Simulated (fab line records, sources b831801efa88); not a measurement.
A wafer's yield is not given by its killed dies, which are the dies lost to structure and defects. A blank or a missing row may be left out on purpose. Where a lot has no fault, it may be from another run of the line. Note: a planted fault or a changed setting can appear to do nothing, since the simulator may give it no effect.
Problem report, 8D (eight disciplines) form, completed by code -- flow gf180mcu -- the parts of the form that need people (team, actions taken, sign-off) are left out

## 1. WHAT WENT WRONG
Wafers without a fault read 399.3 nm, standard deviation 2.3; cd nm at GF_NSD_CD_MEAS_07 reads a mean of 425.6 nm on 6 wafers belonging to 2 lots. That is +11 standard deviations from the usual mean.
The step: target cd 400 nm.
Earliest sighting: wafer L896.1 on cd sem-01 at day 20 02:14. Wafers with a number at this step in the record: 36, from 12 lots. The rule behind "out" and "out of limits": a value lying over 4 standard deviations away from the usual mean. The other wafers with a number count as sound.

## 2. WHAT IT IS, WHAT IT ISN'T
question,is,is not
which readings at this step,cd nm,-
which lots,"L896, L899","L877, L878, L879, L883, L884, L887, L891, L892, L893, L898"
which wafers of those lots,all that have a number,-
read on which gauges,cd sem-01,cd sem-02
when,from day 20 02:14,up to then (27 sound wafers); but 3 sound wafers of L898 came after

## 3. THE SUSPECTS, EACH WITH WHAT RULES IT OUT
Counting: a tool at any process step up to the reading remains a suspect when it ran all the lots that are out and ran no sound lot after the first of those.
- the gauge at GF_NSD_CD_MEAS_07: kept. All the wafers that are out were read on cd sem-01, and no step on other tools shows them out.
- litho track-04 at GF_NSD_DEVELOP_06 (develop time 60 s): kept. It processed each lot that is out, first L896 at day 20 02:05, and no sound lot thereafter; up to then, the last sound lot it processed was L891 at day 18 07:19.
The count leaves cd sem-01 at GF_NSD_CD_MEAS_07 and litho track-04 at GF_NSD_DEVELOP_06.

## 4. THE CAUSE (what the simulator had put in)
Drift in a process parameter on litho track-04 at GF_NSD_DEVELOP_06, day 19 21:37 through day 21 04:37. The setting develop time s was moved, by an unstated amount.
After counting, 2 suspects remain, this tool included.

## 5. SEQUENCE OF EFFECTS, ordered by route
One row per reading whose mean, taken over the struck wafers that have a number, lies over 3 standard deviations from the usual. Only readings whose record carries a usual standard deviation are examined. hours: median over the lots of the time between each lot's start at the first step of this table that gives one and its start at this step. sigmas: the change, counted in usual standard deviations.
hours,step,reading,usual,on struck wafers,change,sigmas
0,GF_NSD_CD_MEAS_07,cd nm,399.3 nm,425.6,+26.3,+11

## 6. WHAT WOULD HAVE CAUGHT IT SOONER
5 hours passed between the start of the fault at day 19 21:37 and the first reading out of limits at a measuring or inspecting step in this record, taken at day 20 02:14.
An alarm limit of 4 standard deviations would not have fired on the tool readings at GF_NSD_DEVELOP_06 for which the record gives a usual standard deviation, since none of them was out on any struck wafer.
Of the lots that are out (2), L899 began GF_NSD_DEVELOP_06 on litho track-04 after day 20 02:14. A tool hold placed at that time would have kept it from harm.
